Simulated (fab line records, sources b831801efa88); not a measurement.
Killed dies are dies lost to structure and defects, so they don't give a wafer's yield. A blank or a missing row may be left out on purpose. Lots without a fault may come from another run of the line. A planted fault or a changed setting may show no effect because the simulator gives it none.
Tool commonality check | flow sky130 | 13 lots, 37 wafers sampled

WHY IT WAS OPENED
At SKY_SD_P_CD_MEAS_07 the reading cd_nm is flagged on 2 of 13 lots. Wafers without a fault read 380.6 nm, standard deviation 2.6.
Rule: a lot is flagged when every wafer of it that has a number lies more than 4 standard deviations from that mean, or none has a number. The other lots count as sound.

lot  | measured     | on        | cd_nm (nm), wafer by wafer | flag
L431 | day 25 09:20 | cd_sem-02 | 379.1 380.0 378.1          |
L432 | day 25 14:26 | cd_sem-02 | 383.0 385.1 383.5          |
L433 | day 26 13:20 | cd_sem-02 | 380.2 379.6 382.2          |
L437 | day 28 03:26 | cd_sem-01 | 379.6 380.6 380.5          |
L438 | day 28 04:14 | cd_sem-01 | 379.5 378.0 381.9          |
L439 | day 28 09:38 | cd_sem-02 | 386.2 384.1 384.5          |
L442 | day 29 09:09 | cd_sem-02 | 353.1 348.0                | FLAGGED
L443 | day 29 14:42 | cd_sem-01 | 347.1 351.6                | FLAGGED
L450 | day 31 20:59 | cd_sem-01 | 381.3 380.5 379.4          |
L451 | day 32 01:50 | cd_sem-02 | 378.9 373.7 376.9          |
L452 | day 32 06:23 | cd_sem-01 | 385.0 385.3 382.5          |
L453 | day 32 14:33 | cd_sem-02 | 379.3 380.9 378.3          |
L454 | day 32 20:53 | cd_sem-01 | 378.4 378.0 377.5          |
The numbers of the flagged lots are 350.0 nm on average: -30.6 nm against the usual, or -12 standard deviations.

WHICH TOOL RAN EACH LOT
The record holds 3 process steps before the reading, out of a route of 708 steps. In each cell: the tool, then ch and the chambers that the sampled wafers went through, then the start.
lot  | flag    | SKY_LDD_LDN_STRIP_12                 | SKY_POLY_CUT_STRIP_12                | SKY_SD_P_DEVELOP_06
L431 |         | plasma_asher-03 ch 0,1, day 22 19:43 | plasma_asher-01 ch 0,1, day 24 04:01 | litho_track-03 ch 0, day 25 09:11
L432 |         | plasma_asher-04 ch 0,1, day 23 00:31 | plasma_asher-01 ch 0,1, day 24 08:46 | litho_track-04 ch 0, day 25 14:18
L433 |         | plasma_asher-01 ch 0,1, day 24 01:07 | plasma_asher-04 ch 0,1, day 25 08:10 | litho_track-03 ch 0, day 26 13:11
L437 |         | plasma_asher-03 ch 0,1, day 25 16:16 | plasma_asher-02 ch 0, day 26 22:56   | litho_track-03 ch 0, day 28 03:17
L438 |         | plasma_asher-04 ch 0, day 25 17:13   | plasma_asher-01 ch 0, day 26 23:53   | litho_track-01 ch 0, day 28 04:05
L439 |         | plasma_asher-04 ch 0,1, day 25 22:38 | plasma_asher-04 ch 0,1, day 27 05:19 | litho_track-03 ch 0, day 28 09:29
L442 | FLAGGED | plasma_asher-03 ch 0, day 26 22:37   | plasma_asher-02 ch 0, day 28 04:49   | litho_track-01 ch 0, day 29 09:01
L443 | FLAGGED | plasma_asher-01 ch 0, day 27 03:35   | plasma_asher-02 ch 0,1, day 28 10:41 | litho_track-01 ch 0, day 29 14:34
L450 |         | plasma_asher-04 ch 0,1, day 29 12:11 | plasma_asher-04 ch 0,1, day 30 18:05 | litho_track-01 ch 0, day 31 20:50
L451 |         | plasma_asher-03 ch 0,1, day 29 18:34 | plasma_asher-04 ch 0,1, day 30 23:16 | litho_track-03 ch 0, day 32 01:41
L452 |         | plasma_asher-01 ch 0,1, day 29 22:49 | plasma_asher-01 ch 0,1, day 31 03:34 | litho_track-03 ch 0, day 32 06:14
L453 |         | plasma_asher-04 ch 0,1, day 30 05:28 | plasma_asher-02 ch 0,1, day 31 11:26 | litho_track-04 ch 0, day 32 14:24
L454 |         | plasma_asher-03 ch 0,1, day 30 13:14 | plasma_asher-01 ch 0,1, day 31 18:23 | litho_track-01 ch 0, day 32 20:44
What these steps do:
- SKY_LDD_LDN_STRIP_12: strips in O2/N2.
- SKY_POLY_CUT_STRIP_12: strips in O2/N2.
- SKY_SD_P_DEVELOP_06: develop time 60 s.
- SKY_SD_P_CD_MEAS_07: target cd 380 nm.

FLAGGED OVER TOTAL, TOOL BY TOOL (the gauges that took the reading come last)
step                  | tool            | lots run | flagged | share of the flagged lots | sound lots run after its first flagged lot
SKY_LDD_LDN_STRIP_12  | plasma_asher-01 | 3        | 1       | some                      | 1 (L452)
SKY_LDD_LDN_STRIP_12  | plasma_asher-03 | 5        | 1       | some                      | 2 (L451,L454)
SKY_LDD_LDN_STRIP_12  | plasma_asher-04 | 5        | 0       | none                      | -
SKY_POLY_CUT_STRIP_12 | plasma_asher-01 | 5        | 0       | none                      | -
SKY_POLY_CUT_STRIP_12 | plasma_asher-02 | 4        | 2       | all                       | 1 (L453)
SKY_POLY_CUT_STRIP_12 | plasma_asher-04 | 4        | 0       | none                      | -
SKY_SD_P_DEVELOP_06   | litho_track-01  | 5        | 2       | all                       | 2 (L450,L454)
SKY_SD_P_DEVELOP_06   | litho_track-03  | 6        | 0       | none                      | -
SKY_SD_P_DEVELOP_06   | litho_track-04  | 2        | 0       | none                      | -
SKY_SD_P_CD_MEAS_07   | cd_sem-01       | 6        | 1       | some                      | 3 (L450,L452,L454)
SKY_SD_P_CD_MEAS_07   | cd_sem-02       | 7        | 1       | some                      | 2 (L451,L453)

WHAT THE TABLE ALLOWS
2 rows of the table ran every flagged lot: plasma_asher-02 at SKY_POLY_CUT_STRIP_12, litho_track-01 at SKY_SD_P_DEVELOP_06.
- plasma_asher-02 at SKY_POLY_CUT_STRIP_12: 2 of its 4 lots flagged. Sound lots ran on it after the first flagged one (L453), which a lasting fault on the whole tool wouldn't allow.
- litho_track-01 at SKY_SD_P_DEVELOP_06: 2 of its 5 lots flagged. Sound lots ran on it after the first flagged one (L450, L454), which a lasting fault on the whole tool wouldn't allow.
No row of the table ran every flagged lot and no sound lot after the first.

WHAT THE SIMULATOR HAD PUT IN
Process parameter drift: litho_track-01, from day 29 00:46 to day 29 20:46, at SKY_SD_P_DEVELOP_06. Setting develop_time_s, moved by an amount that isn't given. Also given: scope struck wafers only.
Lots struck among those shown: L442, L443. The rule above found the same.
